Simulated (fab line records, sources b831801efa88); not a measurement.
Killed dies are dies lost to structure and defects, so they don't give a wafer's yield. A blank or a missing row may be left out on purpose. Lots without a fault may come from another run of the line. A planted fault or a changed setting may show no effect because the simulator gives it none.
One fault seen from 2 desks | flow sky130 | each desk has only its own numbers; what lay behind them comes last

THE METROLOGY DESK
What the gauges read, lot by lot, whatever tool the lot ran on: means of the sampled wafers that have a number. A lot is out of limits, marked OUT, if its mean lies more than 4 standard deviations from the usual mean; the brackets give that distance.
Columns: A = VIA3_W_RS at SKY_VIA3_RS_MEAS_22, usual 0.2936 ohm/sq; B = VIA4_HDPCVD_THK at SKY_VIA4_THK_MEAS_01, usual 1757 nm
lot  | first seen here | A      | B
L970 | day 39 15:41    | 0.2925 | 1759
L971 | day 39 21:19    | 0.2933 | 1758
L972 | day 40 08:51    | 0.2929 | 1764
L975 | day 41 01:38    | 0.2949 | 1752
L973 | day 41 02:47    | 0.2939 | 1742
L976 | day 41 04:22    | 0.2955 | 1733
L977 | day 42 00:23    | 0.2934 | 1724
L978 | day 42 01:56    | 0.2980 | 1455 (-17) OUT
L991 | day 45 04:53    | 0.2971 | 1764
L990 | day 45 05:44    | 0.2945 | 1761
L992 | day 45 12:02    | 0.2907 | 1765
L993 | day 45 15:38    | 0.2953 | 1784
This desk's finding: out of limits on L978; first on L978, day 44 01:08 (VIA4_HDPCVD_THK at SKY_VIA4_THK_MEAS_01). In limits: L970, L971, L972, L975, L973, L976, L977, L991, L990, L992, L993.

THE TOOL OWNER'S DESK: hdpcvd-01
The tool's own readings at SKY_VIA4_HDPCVD_00 (deposits SiO2, target thk 1750 nm, time 291.7 s): means of the sampled wafers that have a number, for each lot that ran on this tool. A lot is out of limits, marked OUT, if its mean lies more than 4 standard deviations from the usual mean; the brackets give that distance.
Columns: A = run_length_s at SKY_VIA4_HDPCVD_00, usual 319.8 s
lot  | first seen here | A
L970 | day 41 19:10    | 319.9
L972 | day 42 10:03    | 320.6
L975 | day 43 01:55    | 319.9
L973 | day 43 03:33    | 320.6
L976 | day 43 06:00    | 319.7
L978 | day 44 00:58    | 267.9 (-80) OUT
L992 | day 47 08:13    | 319.3
L993 | day 47 10:37    | 319.7
This desk's finding: out of limits on L978; first on L978, day 44 00:58 (run_length_s at SKY_VIA4_HDPCVD_00). In limits: L970, L972, L975, L973, L976, L992, L993.

PUT TOGETHER
The tool owner's desk could have raised an alarm at day 44 00:58, on L978.
The metrology desk could have raised an alarm at day 44 01:08, on L978.
Of the lots named, all ran SKY_VIA4_HDPCVD_00 on hdpcvd-01.

WHAT THE SIMULATOR HAD PUT IN
Process parameter drift: hdpcvd-01, from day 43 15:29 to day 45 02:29, at SKY_VIA4_HDPCVD_00. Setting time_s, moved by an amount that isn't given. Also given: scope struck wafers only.
Lots struck among those shown: L978.
Hours from the fault's start to each desk's first reading out of limits: the tool owner's desk, 9; the metrology desk, 10.
